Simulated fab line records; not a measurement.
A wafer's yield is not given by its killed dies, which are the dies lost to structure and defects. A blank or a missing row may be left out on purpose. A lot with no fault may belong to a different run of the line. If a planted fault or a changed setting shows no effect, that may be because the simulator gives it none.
Chamber matching + flow sky130 + 4 sister chambers for SKY_CONTACT_CMP_04 on cmp-02
The step polishes SiO2. 14 wafers are shown with their chamber, then 6 later ones without.

WAFERS WITH THEIR CHAMBER
| wafer  | chamber | motor_current_A (A) | slurry_flow_ml_min | time_to_endpoint_s (s) |
|--------|---------|---------------------|--------------------|------------------------|
| L731.1 | 3       | 11.7                | 149.8              | 88                     |
| L731.2 | 1       | 10.9                | 150.2              | 77                     |
| L731.5 | 2       | 12.3                | 150.2              | 83                     |
| L739.2 | 1       | 10.0                | 149.7              | 76                     |
| L739.3 | 0       | 10.8                | 149.2              | 89                     |
| L741.1 | 2       | 12.2                | 150.3              | 89                     |
| L741.2 | 0       | 11.2                | 149.7              | 92                     |
| L741.5 | 3       | 11.7                | 150.4              | 92                     |
| L742.3 | 3       | 11.5                | 150.0              | 94                     |
| L742.4 | 1       | 10.5                | 149.1              | 78                     |
| L742.5 | 0       | 11.4                | 149.2              | 98                     |
| L747.2 | 0       | 11.4                | 149.4              | 87                     |
| L747.5 | 3       | 11.3                | 149.8              | 79                     |
| L747.6 | 2       | 12.2                | 150.5              | 76                     |

SIGNATURES (averages over the wafers above)
| reading            | chamber 0 | chamber 1 | chamber 2 | chamber 3 | scatter within a chamber |
|--------------------|-----------|-----------|-----------|-----------|--------------------------|
| motor_current_A    | 11.200    | 10.467    | 12.233    | 11.550    | 0.276                    |
| slurry_flow_ml_min | 149.375   | 149.667   | 150.333   | 150.000   | 0.326                    |
| time_to_endpoint_s | 91.50     | 77.00     | 82.67     | 88.25     | 5.37                     |
Rule: for each reading, subtract the chamber's mean from the wafer's reading, divide by that reading's scatter and square the result; add these up over the readings and take the root, which gives the wafer's distance from the chamber. The wafer belongs to the nearest chamber; if the next one is less than 2 further off, it can't be placed. The scatter is the square root of a quotient: the sum, over the shown wafers, of each reading's squared deviation from its chamber's mean, divided by wafers minus chambers.

WAFERS MISSING THEIR CHAMBER
| wafer  | motor_current_A (A) | slurry_flow_ml_min | time_to_endpoint_s (s) |
|--------|---------------------|--------------------|------------------------|
| L748.3 | 10.6                | 149.4              | 72                     |
| L748.4 | 11.5                | 149.1              | 85                     |
| L748.6 | 11.4                | 149.4              | 88                     |
| L746.3 | 12.0                | 150.4              | 90                     |
| L746.4 | 10.7                | 148.9              | 72                     |
| L746.5 | 10.3                | 149.3              | 75                     |

CHAMBER TAKEN BY EACH
| wafer  | from the rows above     | in truth |
|--------|-------------------------|----------|
| L748.3 | 1                       | 1        |
| L748.4 | can't be placed: 0 or 3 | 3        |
| L748.6 | can't be placed: 0 or 3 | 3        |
| L746.3 | can't be placed: 2 or 3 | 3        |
| L746.4 | can't be placed: 1 or 0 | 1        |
| L746.5 | 1                       | 1        |
Correctly placed: 2 of 6. From these rows, 4 cannot be placed; in 4 the true chamber is one of the candidates. 0 placed wrongly.
